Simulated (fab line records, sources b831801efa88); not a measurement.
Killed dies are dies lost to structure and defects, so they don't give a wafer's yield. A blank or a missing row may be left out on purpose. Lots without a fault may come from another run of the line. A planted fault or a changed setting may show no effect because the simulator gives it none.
One fault seen from 2 desks | flow sfq_line | each desk has only its own numbers; what lay behind them comes last

THE METROLOGY DESK
What the gauges read, lot by lot, whatever tool the lot ran on: means of the sampled wafers that have a number. A lot is out of limits, marked OUT, if its mean lies more than 4 standard deviations from the usual mean; the brackets give that distance.
Columns: A = I3_BOW at SFQ_I3_BOW_MEAS_922, usual 2 um; B = I3_OVL at SFQ_I3_OVL_MEAS_923, usual 2 nm
lot  | first seen here | A  | B
L930 | day 47 14:13    | 18 | 2
L931 | day 47 21:53    | -5 | 9
L936 | day 55 11:46    | 3  | -5
L938 | day 56 09:06    | 17 | 5
L939 | day 56 22:04    | -6 | 8
L943 | day 58 07:29    | 4  | -4
This desk's finding: nothing out of limits on any of the 6 lots.

THE TOOL OWNER'S DESK: rie_diel-03
The tool's own readings at SFQ_TRILAYER_I3_VIA_BARC_OPEN_VIA_ETCH_121 (etches BARC in O2, target depth 125 nm, time 41.7 s): means of the sampled wafers that have a number, for each lot that ran on this tool. A lot is out of limits, marked OUT, if its mean lies more than 4 standard deviations from the usual mean; the brackets give that distance.
Columns: A = bias_w at SFQ_TRILAYER_I3_VIA_BARC_OPEN_VIA_ETCH_121, usual 79.98 W; B = drypump_motor_current_A at SFQ_TRILAYER_I3_VIA_BARC_OPEN_VIA_ETCH_121, usual 6.0 A; C = oes_product_au at SFQ_TRILAYER_I3_VIA_BARC_OPEN_VIA_ETCH_121, usual 0.685 a.u.
lot  | first seen here | A     | B   | C
L936 | day 55 15:20    | 79.95 | 6.1 | 0.687
L938 | day 56 13:13    | 79.62 | 6.4 | 0.686
L939 | day 57 01:47    | 79.79 | 5.8 | 0.685
This desk's finding: nothing out of limits on any of the 3 lots.

PUT TOGETHER
The metrology desk saw nothing out of limits.
The tool owner's desk saw nothing out of limits.

WHAT THE SIMULATOR HAD PUT IN
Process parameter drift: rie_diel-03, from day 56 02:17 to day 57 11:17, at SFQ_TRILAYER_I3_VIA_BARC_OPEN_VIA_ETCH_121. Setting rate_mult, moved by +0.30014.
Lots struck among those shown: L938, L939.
